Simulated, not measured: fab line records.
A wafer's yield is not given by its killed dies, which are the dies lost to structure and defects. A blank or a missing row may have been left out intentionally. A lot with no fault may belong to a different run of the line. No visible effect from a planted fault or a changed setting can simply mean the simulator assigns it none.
Comparing a struck lot with a sound one :: flow sky130 :: 15 steps out of a route of 708
Sound: wafers L104.1, L104.2, L104.6. The struck wafers were L111.1, L111.5, L111.6. The cause is named last.
For every step that has rows: the tool of each side, followed by ch and its chambers, followed by its first start. Under that, the readings that differ: sound wafers :: struck wafers :: difference of the means :: sigmas: that difference in standard deviations of wafers without a fault.
alike: words and numbers the same on both sides, and readings whose means are apart by under 2 such deviations; not compared: readings that were withheld, readings missing a value for some wafer, numbers with overlapping values and no deviation given by the record, and bounds like >300 which may hide the same value.
A row with sigmas, a row that says differs or no value, or rows on one side alone: a step with any of these is where the two part. Non-overlapping numbers with no deviation appear without sigmas and do not part them. A reading missing from all wafers of one side parts the sides only when that side holds two or more wafers.

first, 8 steps without rows for these wafers: SKY_FIELD_ISO_DEHYDRATE_05 (time 60 s); SKY_FIELD_ISO_HMDS_06 (prime time 60 s); SKY_FIELD_ISO_COAT_07 (resist thk 60 nm); SKY_FIELD_ISO_COAT_08 (resist thk 450 nm); SKY_FIELD_ISO_SOFTBAKE_09 (time 90 s); SKY_FIELD_ISO_EXPOSE_10 (exposes mask FOM, target cd 150 nm); SKY_FIELD_ISO_PEB_11; SKY_FIELD_ISO_DEVELOP_12 (develop time 60 s).
SKY_FIELD_ISO_CD_MEAS_13: target cd 150 nm.
  sound on cdSem-02, day 3 02:42; struck on cdSem-01, day 4 13:50
  alike: cdNm
SKY_FIELD_ISO_ETCH_14: etches BARC in N2/H2, stops on SiO2, time 45.9 s, target depth 60 nm.
  sound on rieDiel-02 ch 0,1,2, day 3 02:49; struck on rieDiel-04 ch 1,2,3, day 4 13:57
  alike: biasW, drypumpMotorCurrentA, n2FlowSccm, oesProductAu, throttleValvePct
  not compared: rfHoursCounterH
SKY_FIELD_ISO_ETCH_15: etches the open film in CHF3/O2, stops on Si, target depth 180 nm, time 72 s.
  sound on rieDiel-02 ch 0,1,2, day 3 02:52; struck on rieDiel-04 ch 1,2,3, day 4 13:59
  alike: biasW, drypumpMotorCurrentA, oesProductAu, throttleValvePct
  not compared: rfHoursCounterH
SKY_FIELD_ISO_STRIP_16: strips in O2/N2.
  sound on plasmaAsher-04 ch 0,1, day 3 02:55; struck on plasmaAsher-02 ch 0,1, day 4 14:03
  alike: drypumpMotorCurrentA, n2FlowSccm, oesProductAu, stripTimeToEndpointS
  not compared: rfHoursCounterH
SKY_FIELD_ISO_ETCH_17: etches Si in HBr/Cl2/O2, target depth 342 nm, time 97.7 s.
  sound on rieSi-01 ch 0,1,3, day 3 03:01; struck on rieSi-01 ch 1,2, day 4 14:09
reading: biasW (W)
sound: 149.1 150.2 149.4
struck: 159.5 158.7 159.8
difference: +9.8
sigmas: +22
  alike: drypumpMotorCurrentA, oesProductAu, throttleValvePct
  not compared: rfHoursCounterH
then, 1 step without rows for these wafers: SKY_FIELD_ISO_WET_ETCH_18 (etches Si3N4 in H3PO4, target depth 25 nm, time 286 s).
-- a jump in the record: the struck wafers' starts before and after are 44 days apart (it breaks off in module FIELD_ISO and resumes in module PAD_OPEN, where the first step shown is number 708 of the route) --
SKY_PAD_OPEN_PROBE_99:
  sound on prober-02, day 46 21:42; struck on prober-02, day 48 11:33
  alike: killed_at_M0_to_M3, killed_at_M4_up, killedAtContacts, killedAtFrontEnd, killedAtOther, killedDies, killedOnRim, killedOpen, killedShort

WHERE THEY PART
At SKY_FIELD_ISO_ETCH_17 and nowhere else, as far as this record goes. Later steps at which nothing parts them and some readings are alike: SKY_PAD_OPEN_PROBE_99.

WHY: whatever the simulator had introduced
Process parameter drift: rieSi-01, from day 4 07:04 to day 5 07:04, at SKY_FIELD_ISO_ETCH_17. Setting biasW shifted by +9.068 from 150. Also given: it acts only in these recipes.
